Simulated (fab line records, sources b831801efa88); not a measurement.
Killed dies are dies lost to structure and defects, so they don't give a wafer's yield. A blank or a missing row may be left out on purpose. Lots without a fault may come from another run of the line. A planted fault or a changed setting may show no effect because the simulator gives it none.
A struck lot beside a sound one | flow sky130 | 17 steps out of a route of 708
Sound: wafers L728.2, L728.3, L728.5. Struck: wafers L736.1, L736.4, L736.6. The cause comes at the end.
At each step with rows: each side's tool, then ch and its chambers, then its first start. Under that, the readings that differ: sound wafers | struck wafers | difference of the means | sigmas: that difference in standard deviations of wafers without a fault.
alike: readings whose means differ by less than 2 such deviations, and words and numbers that are the same on both sides. not compared: withheld readings, readings that some wafer has no value for, bounds like >300 that may hide the same value, and numbers for which the record gives no deviation and whose values overlap.
The two part at a step that has a row with sigmas, a row that says differs or no value, or rows on one side only. Numbers that don't overlap but have no deviation are shown without sigmas and don't part them. A reading that every wafer of one side lacks parts them only if that side has two wafers or more.

first, 5 steps without rows for these wafers: SKY_SD_N_COAT_02 (resist thk 1140 nm); SKY_SD_N_SOFTBAKE_03 (time 60 s); SKY_SD_N_EXPOSE_04 (exposes mask NSDM, target cd 380 nm); SKY_SD_N_PEB_05; SKY_SD_N_DEVELOP_06 (develop time 60 s).
SKY_SD_N_CD_MEAS_07: target cd 380 nm.
  sound on cd_sem-01, day 28 13:25; struck on cd_sem-01, day 32 20:19
  alike: cd_nm
SKY_SD_N_OVL_MEAS_08:
  sound on overlay-02, day 28 13:32; struck on overlay-02, day 32 20:26
  alike: SD_N_OVL
then, 2 steps without rows for these wafers: SKY_SD_N_IMPLANT_09; SKY_SD_N_IMPLANT_10.
SKY_SD_N_STRIP_11: strips in O2/N2.
  sound on plasma_asher-04 ch 0,1, day 28 13:52; struck on plasma_asher-03 ch 0,1, day 32 20:47
  alike: drypump_motor_current_A, oes_product_au, strip_time_to_endpoint_s
  not compared: rf_hours_counter_h
SKY_SD_N_TW_MEAS_12:
  sound on film_metro-02, day 28 13:58; struck on film_metro-04, day 32 20:56
  reading | sound          | struck         | difference | sigmas
  SD_N_TW | 3945 3952 3936 | 4028 4050 4022 | +89        | +3
then, 1 step without rows for these wafers: SKY_SD_N_CLEAN_13 (cleans in SC1/SC2, time 150 s).
SKY_SD_N_RTA_14: time 2 s.
  sound on rtp_anneal-01 ch 0, day 28 14:05; struck on rtp_anneal-01 ch 0, day 32 21:03
  reading            | sound                | struck               | difference | sigmas
  lamp_power_pct (%) | 15.75 15.83 15.70    | 16.70 16.63 16.73    | +0.93      | +18
  wafer_temp_C_max   | 1078.0 1081.1 1076.1 | 1117.0 1116.6 1117.7 | +38.7      | +32
SKY_SD_N_RS_MEAS_16: measures by four-point-probe.
  sound on film_metro-03, day 28 14:16; struck on film_metro-02, day 32 21:22
  reading          | sound             | struck            | difference | sigmas
  SD_N_RS (ohm/sq) | 68.29 68.09 68.23 | 61.45 61.30 61.32 | -6.85      | -53
SKY_SD_N_RS_MEAS_17: measures by four-point-probe.
  sound on film_metro-03, day 28 14:23; struck on film_metro-02, day 32 21:29
  reading          | sound             | struck            | difference | sigmas
  SD_P_RS (ohm/sq) | 146.1 146.3 146.2 | 112.0 112.0 112.3 | -34.1      | -97
SKY_SD_N_RS_MEAS_18: measures by four-point-probe.
  sound on film_metro-03, day 28 14:30; struck on film_metro-02, day 32 21:36
  reading               | sound             | struck            | difference | sigmas
  RES_XHIGH_RS (ohm/sq) | 332.3 333.0 332.6 | 330.4 328.1 329.1 | -3.4       | -3
-- the record jumps here: 17 days lie between the struck wafers' starts before and after (it left off in module SD_N and takes up again in module PAD_OPEN, whose first step shown is number 708 of the route) --
SKY_PAD_OPEN_PROBE_99:
  sound on prober-01, day 46 05:18; struck on prober-02, day 49 12:27
  reading                              | sound             | struck            | difference | sigmas
  model.etest.res_xhigh_po.line_ohm_um | 5707 5832 5322    | 4058 3958 4093    | -1584      |
  model.etest.res_xhigh_po.rs_ohm_sq   | 1995 2022 1858    | 1427 1378 1445    | -542       |
  model.etest.pfet_01v8.r_on_ohm_um    | 2806 2707 2737    | 2412 2526 2514    | -266       |
  model.etest.res_pdiff.line_ohm_um    | 1371 1420 1361    | 1072 1050 1080    | -317       |
  model.etest.res_high_po.line_ohm_um  | 736.4 760.7 710.3 | 586.1 564.7 591.8 | -154.9     |
  model.etest.licon_high_po.rc_ohm     | 341.5 350.6 326.6 | 225.1 232.5 236.4 | -108.2     |
  model.etest.res_ndiff.line_ohm_um    | 792.9 819.9 776.3 | 670.9 688 686.3   | -114.6     |
  alike: killed_at_M0_to_M3, killed_at_M4_up, killed_at_contacts, killed_at_front_end, killed_at_other, killed_dies, killed_open, killed_short
  not compared: model.etest.pfet_g5v0d10v5.r_on_ohm_um

WHERE THEY PART
First at SKY_SD_N_TW_MEAS_12; last, within this record, at SKY_SD_N_RS_MEAS_18. Later steps at which nothing parts them and some readings are alike: SKY_PAD_OPEN_PROBE_99.

WHY: what the simulator had put in
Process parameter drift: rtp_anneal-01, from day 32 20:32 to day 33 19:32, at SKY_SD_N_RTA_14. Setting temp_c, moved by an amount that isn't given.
